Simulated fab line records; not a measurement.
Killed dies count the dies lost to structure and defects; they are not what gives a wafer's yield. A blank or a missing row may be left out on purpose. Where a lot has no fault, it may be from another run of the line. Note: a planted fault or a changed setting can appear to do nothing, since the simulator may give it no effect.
Which of the tools did it? -- flow gf180mcu -- 11 lots, 33 wafers sampled, at 4 steps of a route of 602

== WHAT EACH GAUGE READ, for each wafer ==
GF_M2_RS_MEAS_05: measurement is done with a four-point probe.
lot,measured,on,M2_ALCU_RS (ohm/sq)
L702,day 17 21:21,filmMetro-04,0.0697 0.0695 0.0694
L703,day 18 08:46,filmMetro-03,0.0690 0.0691 0.0687
L704,day 18 20:33,filmMetro-01,0.0700 0.0696 0.0702
L707,day 20 04:52,filmMetro-04,0.0694 0.0692 0.0699
L710,day 21 05:10,filmMetro-03,0.0706 0.0704 0.0695
L717,day 23 23:13,filmMetro-04,0.0693 0.0700 0.0700
L718,day 24 05:56,filmMetro-01,0.0696 0.0695 0.0697
L721,day 25 02:17,filmMetro-03,0.0682 0.0682 0.0689
L723,day 25 17:48,filmMetro-04,0.0690 0.0703 0.0698
L724,day 26 02:34,filmMetro-04,0.0687 0.0691 0.0693
L725,day 26 09:38,filmMetro-03,0.0679 0.0682 0.0689

== TOOL THAT RAN EACH LOT (tool first, then ch and the chambers of the sampled wafers, then the start) ==
lot,GF_V1_ETCH_16,GF_M2_SPUTTER_02,GF_M2_SPUTTER_04
L702,"rieDiel-03 ch 0,2,3, day 17 19:46","pvdSputter-01, day 17 21:16","pvdSputter-01, day 17 21:19"
L703,"rieDiel-04 ch 1,2,3, day 18 07:10","pvdSputter-04, day 18 08:39","pvdSputter-04, day 18 08:42"
L704,"rieDiel-03 ch 1,2,3, day 18 18:58","pvdSputter-04, day 18 20:28","pvdSputter-04, day 18 20:31"
L707,"rieDiel-02 ch 0,2,3, day 20 03:16","pvdSputter-04, day 20 04:45","pvdSputter-04, day 20 04:48"
L710,"rieDiel-04 ch 1,2,3, day 21 03:34","pvdSputter-04, day 21 05:03","pvdSputter-04, day 21 05:07"
L717,"rieDiel-03 ch 0,1,2, day 23 21:37","pvdSputter-01, day 23 23:06","pvdSputter-01, day 23 23:09"
L718,"rieDiel-03 ch 0,2,3, day 24 04:22","pvdSputter-01, day 24 05:51","pvdSputter-01, day 24 05:54"
L721,"rieDiel-02 ch 2,3, day 25 00:37","pvdSputter-02, day 25 02:10","pvdSputter-02, day 25 02:13"
L723,"rieDiel-02 ch 1,2,3, day 25 16:11","pvdSputter-04, day 25 17:40","pvdSputter-04, day 25 17:43"
L724,"rieDiel-03 ch 1,3, day 26 00:58","pvdSputter-04, day 26 02:27","pvdSputter-04, day 26 02:30"
L725,"rieDiel-02 ch 1,2, day 26 08:03","pvdSputter-02, day 26 09:32","pvdSputter-02, day 26 09:35"
- GF_V1_ETCH_16: etches BARC in N2/H2.
- GF_M2_SPUTTER_02: material AlCu, target thk 450 nm, time 23.9 s.
- GF_M2_SPUTTER_04: material TiN, target thk 50 nm, time 41.7 s.

== THE ANSWER, worked out from the rows above alone ==
Rule: usual is defined by the lots themselves. Put in order of their means at a reading, lots are off if they are a third of the lots or fewer, leave a main group of 4 or more, and stand apart from it by a gap of 3 or more times the standard deviation of the main group's means; of several such gaps the widest counts. A main group whose means are all the same, to the digits that the tables above print for the reading, isn't used. Also off: a lot with no number at a reading for which 4 or more lots have one. The other lots that the step has rows for count as sound.
No lot is off on any of the readings shown, so nothing can be concluded from this.

== WHAT WAS PUT IN BY THE SIMULATOR ==
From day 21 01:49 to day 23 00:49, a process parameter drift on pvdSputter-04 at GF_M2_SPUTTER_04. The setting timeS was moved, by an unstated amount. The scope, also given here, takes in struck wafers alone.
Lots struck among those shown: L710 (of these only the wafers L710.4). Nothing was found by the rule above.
